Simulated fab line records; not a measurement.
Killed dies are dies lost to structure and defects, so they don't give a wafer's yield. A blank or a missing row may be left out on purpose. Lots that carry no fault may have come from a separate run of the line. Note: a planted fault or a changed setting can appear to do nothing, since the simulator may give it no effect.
What tool caused it? | flow gf180mcu | 15 lots with 45 wafers sampled at 2 steps, on a route of 602 steps

WHAT EACH GAUGE READ, for each wafer
GF_PSD_CD_MEAS_07: target cd 400 nm. Usual: cd_nm at 401.0 nm, with a standard deviation of 1.9.
lot  | measured     | on        | cd_nm (nm)        | flag
L707 | day 14 22:02 | cd_sem-01 | 401.0 399.1 402.2 |
L709 | day 15 07:56 | cd_sem-01 | 403.6 403.2 403.9 |
L710 | day 15 20:13 | cd_sem-02 | 398.9 399.7 399.0 |
L712 | day 16 10:28 | cd_sem-02 | 405.2 404.5 404.5 |
L714 | day 17 01:17 | cd_sem-01 | 401.2 402.3 400.9 |
L715 | day 17 08:18 | cd_sem-01 | 401.1 398.9 402.3 |
L716 | day 17 17:24 | cd_sem-02 | 405.0 405.5 405.1 |
L717 | day 18 05:59 | cd_sem-02 | 403.6 400.2 400.0 |
L718 | day 18 09:41 | cd_sem-02 | 399.4 402.6 402.2 |
L722 | day 19 18:58 | cd_sem-01 | 380.3 379.1 380.0 | OFF
L724 | day 20 08:24 | cd_sem-02 | 399.5 401.6 400.8 |
L726 | day 21 03:11 | cd_sem-02 | 388.2 386.6 384.4 | OFF
L727 | day 21 08:04 | cd_sem-02 | 399.0 398.3 397.6 |
L728 | day 21 17:58 | cd_sem-01 | 383.7 386.4 384.5 | OFF
L729 | day 22 04:22 | cd_sem-01 | 401.6 399.5 401.3 |

TOOL THAT RAN EACH LOT (tool first, then ch and the chambers of the sampled wafers, then the start)
lot  | GF_PSD_EXPOSE_04
L707 | iline_stepper-01 ch 0, day 14 11:37
L709 | iline_stepper-02 ch 0, day 14 21:26
L710 | iline_stepper-01 ch 0, day 15 09:35
L712 | iline_stepper-02 ch 0, day 15 23:47
L714 | iline_stepper-01 ch 0, day 16 14:13
L715 | iline_stepper-02 ch 0, day 16 20:38
L716 | iline_stepper-01 ch 0, day 17 06:30
L717 | iline_stepper-01 ch 0, day 17 18:57
L718 | iline_stepper-01 ch 0, day 17 21:56
L722 | iline_stepper-01 ch 0, day 19 07:18
L724 | iline_stepper-02 ch 0, day 19 20:41
L726 | iline_stepper-01 ch 0, day 20 15:45
L727 | iline_stepper-02 ch 0, day 20 20:12
L728 | iline_stepper-01 ch 0, day 21 06:47
L729 | iline_stepper-02 ch 0, day 21 16:41
- GF_PSD_EXPOSE_04: exposes mask Pplus, target cd 400 nm.

AS READ BY THE TOOLS THEMSELVES (means over the sampled wafers that have a number; for cases with no such wafer, the mark the record gives instead)
GF_PSD_EXPOSE_04. Usual: exposure_dose_mJ_cm2 at 139.94, with a standard deviation of 0.13.
lot  | tool             | exposure_dose_mJ_cm2 | flag
L707 | iline_stepper-01 | 139.92               |
L709 | iline_stepper-02 | 140.01               |
L710 | iline_stepper-01 | 139.84               |
L712 | iline_stepper-02 | 139.97               |
L714 | iline_stepper-01 | 139.90               |
L715 | iline_stepper-02 | 140.03               |
L716 | iline_stepper-01 | 139.98               |
L717 | iline_stepper-01 | 140.10               |
L718 | iline_stepper-01 | 139.95               |
L722 | iline_stepper-01 | 130.13               | OFF
L724 | iline_stepper-02 | 139.97               |
L726 | iline_stepper-01 | 132.09               | OFF
L727 | iline_stepper-02 | 139.93               |
L728 | iline_stepper-01 | 133.43               | OFF
L729 | iline_stepper-02 | 140.05               |

THE ANSWER, worked out from the rows above alone
Rule: a lot is off if the mean of its wafers that have a number lies more than 3 standard deviations from the usual mean. A lot without any number at a reading at which 4 lots or more have one is off too. The other lots that the step has rows for count as sound. Order of review: gauges by route order, followed by the tools' own readings, for which a lot's mean as printed above is used. At the first step where some lot is off, the reading lying furthest off is the one used; lots without a number count as furthest.
Off, at GF_PSD_CD_MEAS_07 on cd_nm: L722, L726, L728.
If a tool, at a process step before that reading, ran all the lots that are off and no sound lot after the first of them, it fits. Not tried: the gauges at GF_PSD_CD_MEAS_07; whatever is off there is also off at GF_PSD_EXPOSE_04, on other tools, and gauge error can't account for it. One fits: GF_PSD_EXPOSE_04 on iline_stepper-01. Its last sound lot is L718 (day 17 21:56), its first lot that is off L722 (day 19 07:18): a fault that began between those two fits.
The tool's own readings at GF_PSD_EXPOSE_04 bear it out: on the lots that are off they differ by more than 5 times the standard deviation of the sound lots' means. exposure_dose_mJ_cm2 reads 131.88 there against 139.97 on the sound lots.

WHAT HAD BEEN PUT IN BY THE SIMULATOR
Drift in process parameters on iline_stepper-01 at GF_PSD_EXPOSE_04, starting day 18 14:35. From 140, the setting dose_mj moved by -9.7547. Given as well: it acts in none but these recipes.
Shown lots that were struck: L722, L726, L728. Same finding as the rule above.
